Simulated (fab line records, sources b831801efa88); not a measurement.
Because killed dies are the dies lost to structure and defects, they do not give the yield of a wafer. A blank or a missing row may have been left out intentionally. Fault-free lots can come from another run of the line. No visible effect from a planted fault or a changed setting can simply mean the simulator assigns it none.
Chamber matching | flow sky130 | SKY_CONTACT_CMP_27 on cmp-02 has 4 sister chambers
The step polishes, stops on SiO2, t overpolish 15 s, target thk 0 nm. 4 wafers are shown with their chamber, then 12 later ones without.

== WAFERS WITH THEIR CHAMBER ==
wafer  | chamber | motorCurrentA (A)
L089.6 | 1       | 11.0
L091.1 | 0       | 11.2
L091.3 | 3       | 11.2
L091.4 | 2       | 12.4

== WAFERS WITH NO CHAMBER GIVEN ==
wafer  | motorCurrentA (A)
L093.1 | 10.7
L093.3 | 13.2
L093.5 | 10.9
L095.3 | 12.1
L095.4 | 11.7
L095.5 | 10.8
L096.2 | 11.8
L096.3 | 11.3
L096.4 | 10.9
L097.1 | 10.8
L097.3 | 12.7
L097.5 | 12.5

== CHAMBER TAKEN BY EACH ==
wafer  | from the rows above               | in truth
L093.1 | can't be placed: 1 or 0 or 3      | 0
L093.3 | 2                                 | 2
L093.5 | can't be placed: 1 or 0 or 3      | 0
L095.3 | can't be placed: 2 or 0 or 3      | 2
L095.4 | can't be placed: 0 or 3 or 1 or 2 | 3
L095.5 | can't be placed: 1 or 0 or 3      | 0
L096.2 | can't be placed: 2 or 0 or 3 or 1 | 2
L096.3 | can't be placed: 0 or 3 or 1      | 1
L096.4 | can't be placed: 1 or 0 or 3      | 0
L097.1 | can't be placed: 1 or 0 or 3      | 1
L097.3 | 2                                 | 2
L097.5 | 2                                 | 2
3 of 12 placed correctly. From these rows, 9 cannot be placed; in 9 the true chamber is one of the candidates. Wrongly placed: 0.
How it was worked out, from the rows above alone: a wafer's distance from a chamber is the root of the sum, over the readings, of the square of ((its reading less the chamber's mean) divided by the reading's scatter). If the next closest chamber is less than 2 further off than the closest, the wafer can't be placed; otherwise it belongs to the closest. Each chamber's mean is taken over the wafers shown for it. The scatter: with one shown wafer a chamber, the root of the mean of the squares of how far each hidden wafer lies from its nearest shown one.
